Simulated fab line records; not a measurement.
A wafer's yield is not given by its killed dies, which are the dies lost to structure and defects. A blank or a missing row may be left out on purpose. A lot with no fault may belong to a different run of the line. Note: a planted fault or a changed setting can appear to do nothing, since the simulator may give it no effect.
Comparing a struck lot with a sound one	flow sky130	14 steps out of a route of 708
Sound: wafers L205.3, L205.4, L205.5. Wafers struck: L192.2, L192.3, L192.6. At the end, the cause is stated.
At each step with rows: each side's tool, then ch and its chambers, then its first start. Under that, the readings that differ: sound wafers	struck wafers	difference of the means	sigmas: that difference in standard deviations of wafers without a fault.
alike: readings whose means differ by less than 2 such deviations, and words and numbers that are the same on both sides. not compared: withheld readings, readings that some wafer has no value for, bounds like >300 that may hide the same value, and numbers for which the record gives no deviation and whose values overlap.
Wherever a step has rows on one side only, a row that says differs or no value, or a row with sigmas, the two part there. When numbers do not overlap yet have no deviation, they are printed without sigmas and do not part them. Lack of a reading on every wafer of one side parts them only where that side has two or more wafers.

first, 1 step without rows for these wafers: SKY_LDD_P_DEVELOP_06 (develop time 60 s).
SKY_LDD_P_CD_MEAS_07: the cd target is 380 nm.
  sound: cd-sem-02 at day 26 06:35; struck: cd-sem-02 at day 22 22:49
  alike: cd-nm
SKY_LDD_P_OVL_MEAS_08:
  sound: overlay-02 at day 26 06:41; struck: overlay-01 at day 22 22:55
  alike: LDD_P_OVL
next, for these wafers, 1 step has no rows: SKY_LDD_P_IMPLANT_09.
SKY_LDD_P_STRIP_10: strips in O2/N2.
  sound on plasma-asher-01 ch 0,1, day 26 06:53; struck on plasma-asher-04 ch 1, day 22 23:05
  alike: chamber-pressure-mTorr, drypump-motor-current-A, oes-product-au, strip-time-to-endpoint-s
  not compared: rf-hours-counter-h
SKY_LDD_P_TW_MEAS_11:
  sound: film-metro-03 at day 26 06:59; struck: film-metro-04 at day 22 23:12
  alike: LDD_P_TW
then, 6 steps without rows for these wafers: SKY_LDD_HVN_DEHYDRATE_00 (time 60 s); SKY_LDD_HVN_HMDS_01 (prime time 60 s); SKY_LDD_HVN_COAT_02 (resist thk 300 nm); SKY_LDD_HVN_SOFTBAKE_03 (time 60 s); SKY_LDD_HVN_EXPOSE_04 (exposes mask HVNTM, target cd 700 nm); SKY_LDD_HVN_PEB_05.
SKY_LDD_HVN_DEVELOP_06: develop time 60 s.
  sound on litho-track-01 ch 0, day 27 11:41; struck on litho-track-01, day 24 05:10
  no value came back on the struck wafers for chill-plate-temp-C (C), develop-time-s (s); on the sound wafers chill-plate-temp-C (C) reads 23.05 23.02 23.03
SKY_LDD_HVN_OVL_MEAS_07:
  sound: overlay-01 at day 27 11:48; struck: overlay-02 at day 24 05:17
reading	sound	struck	difference	sigmas
LDD_HVN_OVL (nm)	3.1 1.5 2.0	- - -	no value on the struck wafers	

== WHERE THEY PART ==
First at SKY_LDD_HVN_DEVELOP_06; last, within this record, at SKY_LDD_HVN_OVL_MEAS_07.

WHY: the cause the simulator had injected
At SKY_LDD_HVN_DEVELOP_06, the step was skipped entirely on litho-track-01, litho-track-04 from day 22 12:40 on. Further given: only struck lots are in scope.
